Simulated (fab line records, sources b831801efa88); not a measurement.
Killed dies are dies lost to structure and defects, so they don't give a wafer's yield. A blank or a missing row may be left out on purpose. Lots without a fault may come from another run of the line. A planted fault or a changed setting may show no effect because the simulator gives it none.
fab line records | flow sfq_line
record lots=14 wafers=41 last_day=77
route steps=325 shown A5B@210 I5@236 M6@252
lots that met no fault: from a run of the same line without faults
start_h: hours from the record's first day to the start of the lot's first wafer shown | wait_h: hours since the lot's step before | " the same as in the row above | L1.1+2: a row that stands for several wafers | - no value, or no start given | * or withheld: withheld | < > ~ a bound
route shown NAME@n: a module of which the file shows steps, and the number in the route of the first | usual: mean/standard deviation of fault-free wafers | same: alike in all rows | chamber/n: place in a boat | sites: the reading at each site | _std_site: their standard deviation | _edge_site: outer sites' mean less inner sites' | radius_mm: how far each site lies from the wafer's centre | mask NAME#n: copy n | behind: the tool/chamber that last shaped the wafer | hold: why the lot was held/for how many hours/how that ended | device: the transistor (n, p or np) that didn't switch | end of line: the same wafers' tests at the end of the route | a step without rows: its recipe alone | killed: dies lost to structure and defects at the first sort, not the wafer's yield | map: a wafer's dies, x killed, . not, _ none there
set.NAME: the setting as run; set.NAME@STEP: as run at that earlier step | model.NAME: the simulator's own value behind a step, which no gauge read
steps of the route over a sample of lots; a table a step, a row a wafer
services: from which hour (start_h, from the record's first day; less than 0 if before it) a tool's chamber was out of use, for how many hours, and why
## steps
# step SFQ_TRILAYER_A5B_CMP_CMP_130
# recipe stop_on=Nb down_force_psi=3 platen_rpm=60 target_thk_nm=340.7
# usual motor_current_A=9.7/0.63 slurry_filter_dp_kPa=13.50/0.16
# columns lot.wafer tool chamber start_h wait_h motor_current_A slurry_filter_dp_kPa
L778.3 cmp-01 2 1121.10 35.8 9.1 13.30
L778.2 " 3 " " 9.5 13.50
L778.5 " 1 1122.60 37.2 9.0 13.49
L779.2 cmp-01 3 1124.10 35.2 9.6 13.41
L779.4 " 0 " " 8.9 13.57
L779.6 " 3 1126.10 37.1 9.2 13.45
L780.3 cmp-01 2 1127.60 35.5 9.9 13.48
L780.6 " 0 1128.60 36.5 9.7 13.24
L781.2 cmp-01 1 1130.60 33.4 10.0 13.52
L781.1 " 2 " " 9.6 13.38
L781.6 " 0 1132.10 34.8 9.5 13.59
L782.1 cmp-01 2 1147.60 35.0 10.2 13.29
L782.3 " 1 1149.10 36.5 9.9 13.61
L782.5 " 2 " " 10.1 13.46
L787.1 cmp-02 0 1171.00 38.0 10.0 13.48
L787.3 " 1 " " 9.0 13.54
L787.6 " 2 " " 10.2 13.35
L790.2 cmp-01 2 1206.10 38.2 9.7 13.40
L790.5 " 3 " " 9.8 13.54
L790.6 " 0 " " 9.5 13.69
L791.4 cmp-01 1 1211.10 35.9 10.1 13.65
L791.2 " 3 1212.10 37.0 9.7 13.34
L791.6 " 0 " " 9.0 13.84
L792.1 cmp-01 2 1215.10 36.4 9.6 13.53
L792.6 " 3 " " 9.7 13.54
L792.5 " 0 " " 9.5 13.42
L794.3 cmp-01 1 1222.60 33.1 9.5 13.50
L794.4 " 2 " " 10.1 13.68
L794.2 " 3 " " 9.8 13.22
L795.3 cmp-02 3 1227.65 29.7 11.6 13.39
L795.6 " 3 1229.65 31.7 11.4 13.35
L795.5 " 0 " " 10.0 13.62
L798.2 cmp-01 0 1240.60 26.4 9.9 13.32
L798.3 " 2 1241.60 27.4 9.5 13.46
L798.5 " 0 1242.60 28.4 9.0 13.54
L800.4 cmp-02 0 1251.65 24.9 10.1 13.16
L800.6 " 0 1253.65 26.9 9.7 13.48
L800.5 " 1 " " 9.3 13.34
L801.2 cmp-01 3 1256.10 25.8 9.7 13.60
L801.5 " 2 1257.60 27.2 10.2 13.59
L801.6 " 3 " " 9.7 13.52
# step SFQ_TRILAYER_A5B_METRO_MEASURE_131
# usual thk_nm=339/7.4
# columns lot.wafer tool chamber start_h wait_h thk_nm
L778.2 film_metro-02 - 1123.80 1.7 330
L778.3 " - " " 346
L778.5 " - " " 336
L779.2 film_metro-02 - 1126.80 2.2 332
L779.4 " - " " 340
L779.6 " - " " 331
L780.3 film_metro-02 - 1130.00 1.9 340
L780.6 " - " " 339
L781.1 film_metro-02 - 1132.60 1.0 335
L781.2 " - " " 325
L781.6 " - " " 337
L782.1 film_metro-04 - 1150.60 2.5 344
L782.3 " - " " 330
L782.5 " - " " 340
L787.1 film_metro-04 - 1173.00 1.5 338
L787.3 " - " " 337
L787.6 " - " " 346
L790.2 film_metro-02 - 1207.80 1.2 346
L790.5 " - " " 337
L790.6 " - " " 340
L791.2 film_metro-02 - 1213.80 1.2 332
L791.4 " - " " 333
L791.6 " - " " 346
L792.1 film_metro-04 - 1216.60 1.0 354
L792.5 " - " " 337
L792.6 " - " " 332
L794.2 film_metro-04 - 1225.80 1.7 333
L794.3 " - " " 327
L794.4 " - " " 340
L795.3 film_metro-04 - 1231.05 2.9 339
L795.5 " - " " 349
L795.6 " - " " 341
L798.2 film_metro-03 - 1243.80 2.7 333
L798.3 " - " " 344
L798.5 " - " " 335
L800.4 film_metro-02 - 1255.25 3.1 337
L800.5 " - " " 333
L800.6 " - " " 343
L801.2 film_metro-04 - 1258.80 2.2 332
L801.5 " - " " 346
L801.6 " - " " 339
# step SFQ_TRILAYER_I5_BARC_OPEN_VIA_ETCH_200
# recipe mask_material=PR chemistry=O2 target_depth_nm=125 target=BARC source_w=500 bias_w=80 pressure_mtorr=30 time_s=41.7
# usual drypump_motor_current_A=5.8/0.4 oes_product_au=0.685/0.005
# columns lot.wafer tool chamber start_h wait_h drypump_motor_current_A oes_product_au rf_hours_counter_h
L778.2 rie_diel-02 0 1239.97 0.0 6.0 0.695 8
L778.3 " 1 " " 6.1 0.693 19
L778.5 " 1 " " 6.1 0.680 -
L779.2 rie_diel-01 0 1242.37 0.0 4.8 0.688 16
L779.4 " 2 " " 6.1 0.682 14
L779.6 " 2 " " 6.1 0.688 -
L780.3 rie_diel-02 1 1247.17 0.0 6.1 0.686 20
L780.6 " 0 " " 6.0 0.683 -
L781.1 rie_diel-03 2 1249.57 0.0 5.9 0.687 16
L781.2 " 3 " " 5.2 0.682 14
L781.6 " 2 " " 5.9 0.688 -
L782.1 rie_diel-03 2 1278.54 0.0 5.9 0.688 17
L782.3 " 0 " " 6.0 0.697 16
L782.5 " 2 " " 5.9 0.683 -
L787.1 rie_diel-01 3 1303.74 0.0 5.7 0.683 18
L787.3 " 2 " " 6.1 0.675 16
L787.6 " 0 " " 4.7 0.682 -
L790.2 rie_diel-01 3 1343.89 0.0 5.7 0.684 18
L790.5 " 2 " " 6.1 0.688 -
L790.6 " 3 " " 5.7 0.684 -
L791.2 rie_diel-03 2 1354.69 0.0 5.9 0.685 19
L791.4 " 2 " " 5.9 0.677 -
L791.6 " 3 " " 5.2 0.679 -
L792.1 rie_diel-03 3 1358.29 0.0 5.2 0.682 16
L792.5 " 1 " " 6.1 0.685 -
L792.6 " 2 " " 5.9 0.684 -
L794.2 rie_diel-02 3 1373.99 0.0 5.8 0.685 20
L794.3 " 2 " " 6.1 0.685 21
L794.4 " 0 " " 6.0 0.689 10
L795.3 rie_diel-03 3 1377.59 0.0 5.2 0.684 16
L795.5 " 3 " " 5.2 0.701 -
L795.6 " 0 " " 6.0 0.689 -
L798.2 rie_diel-01 1 1395.59 0.0 5.8 0.691 13
L798.3 " 3 " " 5.8 0.685 19
L798.5 " 3 " " 5.8 0.685 -
L800.4 rie_diel-03 1 1405.19 0.0 6.1 0.681 12
L800.5 " 2 " " 6.0 0.681 -
L800.6 " 3 " " 5.3 0.687 -
L801.2 rie_diel-03 0 1407.59 0.0 6.0 0.693 19
L801.5 " 3 " " 5.2 0.679 -
L801.6 " 2 " " 5.9 0.685 -
# step SFQ_TRILAYER_M6_DEP_SPUTTER_157
# recipe material=Nb base_pressure_pa=1.33e-06 chamber_pressure_pa=0.1333 substrate_temp_c=20 target_thk_nm=200 power_w=2000 time_s=133.3
# usual throttle_valve_pct=29.9/0.87
# columns lot.wafer tool chamber start_h wait_h throttle_valve_pct
L778.2 pvd_sputter-05 - 1352.02 0.0 29.6
L778.3 " - " " 30.8
L778.5 " - " " 31.0
L779.2 pvd_sputter-05 - 1358.43 0.0 28.6
L779.4 " - " " 30.9
L779.6 " - " " 30.9
L780.3 pvd_sputter-03 - 1364.38 0.0 30.0
L780.6 " - " " 29.9
L780.3 pvd_sputter-03 - 1364.64 0.2 30.0
L780.6 " - " " 30.0
L781.1 pvd_sputter-03 - 1366.78 0.0 29.4
L781.2 " - " " 29.8
L781.6 " - " " 29.2
L782.1 pvd_sputter-03 - 1393.61 0.0 30.1
L782.3 " - " " 29.2
L782.5 " - " " 29.7
L782.1 pvd_sputter-03 - 1393.86 0.2 30.2
L782.3 " - " " 29.1
L782.5 " - " " 30.0
L787.1 pvd_sputter-05 - 1417.61 0.0 29.7
L787.3 " - " " 30.9
L787.6 " - " " 30.9
L790.2 pvd_sputter-05 - 1450.56 0.0 31.2
L790.5 " - " " 30.9
L790.6 " - " " 28.6
L791.2 pvd_sputter-05 - 1458.97 0.0 29.5
L791.4 " - " " 28.4
L791.6 " - " " 29.7
L792.1 pvd_sputter-05 - 1462.57 0.0 29.7
L792.5 " - " " 30.9
L792.6 " - " " 28.6
L794.2 pvd_sputter-05 - 1478.76 0.0 31.1
L794.3 " - " " 29.4
L794.4 " - " " 31.1
L795.3 pvd_sputter-05 - 1484.16 0.0 28.1
L795.5 " - " " 28.4
L795.6 " - " " 29.6
L798.2 pvd_sputter-05 - 1502.26 0.0 28.4
L798.3 " - " " 29.8
L798.5 " - " " 31.2
L800.4 pvd_sputter-04 - 1511.26 0.0 29.0
L800.5 " - " " 31.5
L800.6 " - " " 29.5
L801.2 pvd_sputter-04 - 1516.06 0.0 29.3
L801.5 " - " " 29.7
L801.6 " - " " 29.4
# step SFQ_M6_RS_MEAS_938
# recipe thk_meas_gauge=four-point-probe reads=Nb_of_TRILAYER_M6_DEP_SPUTTER_157
# usual M6_NB_RS=0.895/0.01
# columns lot.wafer tool chamber start_h wait_h M6_NB_RS[ohm/sq]
L778.2 film_metro-02 - 1352.13 0.1 0.906
L778.3 " - " " 0.898
L778.5 " - " " 0.906
L779.2 film_metro-02 - 1358.54 0.1 0.895
L779.4 " - " " 0.887
L779.6 " - " " 0.882
L780.3 film_metro-04 - 1364.77 0.1 0.449
L780.6 " - " " 0.442
L781.1 film_metro-04 - 1366.87 0.0 0.905
L781.2 " - " " 0.906
L781.6 " - " " 0.907
L782.1 film_metro-04 - 1393.95 0.0 0.452
L782.3 " - " " 0.448
L782.5 " - " " 0.446
L787.1 film_metro-02 - 1417.70 0.0 0.912
L787.3 " - " " 0.921
L787.6 " - " " 0.924
L790.2 film_metro-01 - 1450.67 0.1 0.896
L790.5 " - " " 0.899
L790.6 " - " " 0.898
L791.2 film_metro-04 - 1459.08 0.1 0.884
L791.4 " - " " 0.894
L791.6 " - " " 0.882
L792.1 film_metro-01 - 1462.66 0.0 0.893
L792.5 " - " " 0.902
L792.6 " - " " 0.899
L794.2 film_metro-04 - 1478.87 0.1 0.899
L794.3 " - " " 0.891
L794.4 " - " " 0.901
L795.3 film_metro-04 - 1484.29 0.1 0.898
L795.5 " - " " 0.900
L795.6 " - " " 0.892
L798.2 film_metro-02 - 1502.37 0.1 0.878
L798.3 " - " " 0.881
L798.5 " - " " 0.882
L800.4 film_metro-04 - 1511.41 0.1 0.880
L800.5 " - " " 0.901
L800.6 " - " " 0.891
L801.2 film_metro-02 - 1516.17 0.1 0.888
L801.5 " - " " 0.896
L801.6 " - " " 0.890
# step SFQ_TRILAYER_M6_ETCH_METAL_ETCH_162
# recipe target=Nb stop_on=SiO2 mask_material=PR chemistry=Cl2/Ar target_depth_nm=240 icp_w=600 bias_w=80 pressure_mtorr=10 time_s=120
# usual drypump_motor_current_A=5.5/0.41 oes_product_au=0.892/0.0068
# columns lot.wafer tool chamber start_h wait_h drypump_motor_current_A oes_product_au rf_hours_counter_h
L778.2 rie_metal-01 0 1384.85 0.0 5.0 0.883 67
L778.3 " 1 " " 5.8 0.894 -
L778.5 " 1 " " 5.8 0.886 -
L779.2 rie_metal-01 1 1393.25 0.0 5.9 0.894 63
L779.4 " 0 " " 5.0 0.896 -
L779.6 " 0 " " 5.0 0.899 -
L780.3 rie_metal-04 0 1398.10 0.1 6.0 1.003 -
L780.6 " 1 " " 5.8 1.028 -
L781.1 rie_metal-04 0 1401.65 0.0 6.0 0.884 161
L781.2 " 1 " " 5.8 0.890 144
L781.6 " 1 " " 5.8 0.881 -
L782.1 rie_metal-01 0 1428.11 0.1 5.0 1.003 75
L782.3 " 0 " " 5.0 1.001 -
L782.5 " 0 " " 5.0 1.000 -
L787.1 rie_metal-03 1 1448.51 0.1 5.3 0.888 160
L787.3 " 1 " " 5.3 0.883 -
L787.6 " 1 " " 5.3 0.879 -
L790.2 rie_metal-04 1 1479.23 0.0 5.8 0.893 157
L790.5 " 1 " " 5.8 0.893 -
L790.6 " 0 " " 6.0 0.886 -
L791.2 rie_metal-01 1 1486.23 0.0 5.8 0.900 77
L791.4 " 0 " " 5.0 0.890 -
L791.6 " 0 " " 5.0 0.907 -
L792.1 rie_metal-01 1 1489.83 0.0 5.9 0.891 78
L792.5 " 1 " " 5.8 0.889 -
L792.6 " 0 " " 5.0 0.893 -
L794.2 rie_metal-01 1 1501.93 0.1 5.9 0.889 -
L794.3 " 1 " " 5.9 0.899 -
L794.4 " 1 " " 5.9 0.891 -
L795.3 rie_metal-01 1 1505.47 0.1 5.8 0.892 -
L795.5 " 0 " " 5.0 0.884 -
L795.6 " 1 " " 5.8 0.900 -
L798.2 rie_metal-04 0 1541.58 0.0 6.0 0.903 5
L798.3 " 1 " " 5.8 0.900 -
L798.5 " 0 " " 6.0 0.897 -
L800.4 rie_metal-01 1 1552.52 0.1 5.8 0.902 -
L800.5 " 0 " " 5.0 0.891 -
L800.6 " 1 " " 5.8 0.895 -
L801.2 rie_metal-03 0 1557.28 0.0 5.1 0.902 20
L801.5 " 1 " " 5.3 0.891 -
L801.6 " 0 " " 5.1 0.893 -
## services
# columns tool chamber start_h hours kind
cmp-01 - 1097.74 2.0 repair
cmp-01 - 1105.25 3.3 repair
film_metro-02 - 1108.60 5.4 pm
rie_diel-03 2 1139.05 4.0 repair
rie_diel-03 - 1233.67 2.8 pm
rie_metal-01 0 1293.95 27.8 repair
cmp-01 - 1307.27 1.0 repair
cmp-01 - 1324.32 1.8 repair
cmp-01 - 1335.14 5.3 pm
rie_diel-03 0 1337.98 3.3 repair
rie_diel-03 0 1349.36 19.7 repair
cmp-01 - 1354.85 4.0 repair
pvd_sputter-05 - 1362.29 5.1 repair
cmp-01 - 1389.04 0.2 repair
rie_metal-01 1 1419.81 13.0 repair
cmp-01 - 1431.45 4.0 pm
pvd_sputter-05 - 1451.14 1.0 repair
cmp-01 - 1456.45 14.4 pm
rie_diel-03 - 1468.52 15.6 pm
cmp-01 - 1470.89 4.4 pm
cmp-01 - 1491.18 3.6 repair
rie_metal-01 0 1498.51 3.3 repair
rie_metal-01 - 1513.11 5.3 repair
rie_diel-03 - 1547.12 0.4 repair
## key
first_sign step=SFQ_TRILAYER_M6_DEP_SPUTTER_157 reading=visit direction=added
effect step=SFQ_M6_RS_MEAS_938 reading=M6_NB_RS direction=down sigmas=43 usual=0.895 struck=0.447
effect step=SFQ_TRILAYER_M6_ETCH_METAL_ETCH_162 reading=oes_product_au direction=up sigmas=17 usual=0.892 struck=1.007
met_at SFQ_TRILAYER_M6_DEP_SPUTTER_157
struck_lots L780,L782
not_acting_at SFQ_TRILAYER_A5B_CMP_CMP_130,SFQ_TRILAYER_A5B_METRO_MEASURE_131,SFQ_TRILAYER_I5_BARC_OPEN_VIA_ETCH_200
fault kind=repeated_step_whole tool=pvd_sputter-03,pvd_sputter-04,pvd_sputter-05 chamber=- onset_h=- steps=SFQ_TRILAYER_M6_DEP_SPUTTER_157 times=1 scope=struck_lots_only
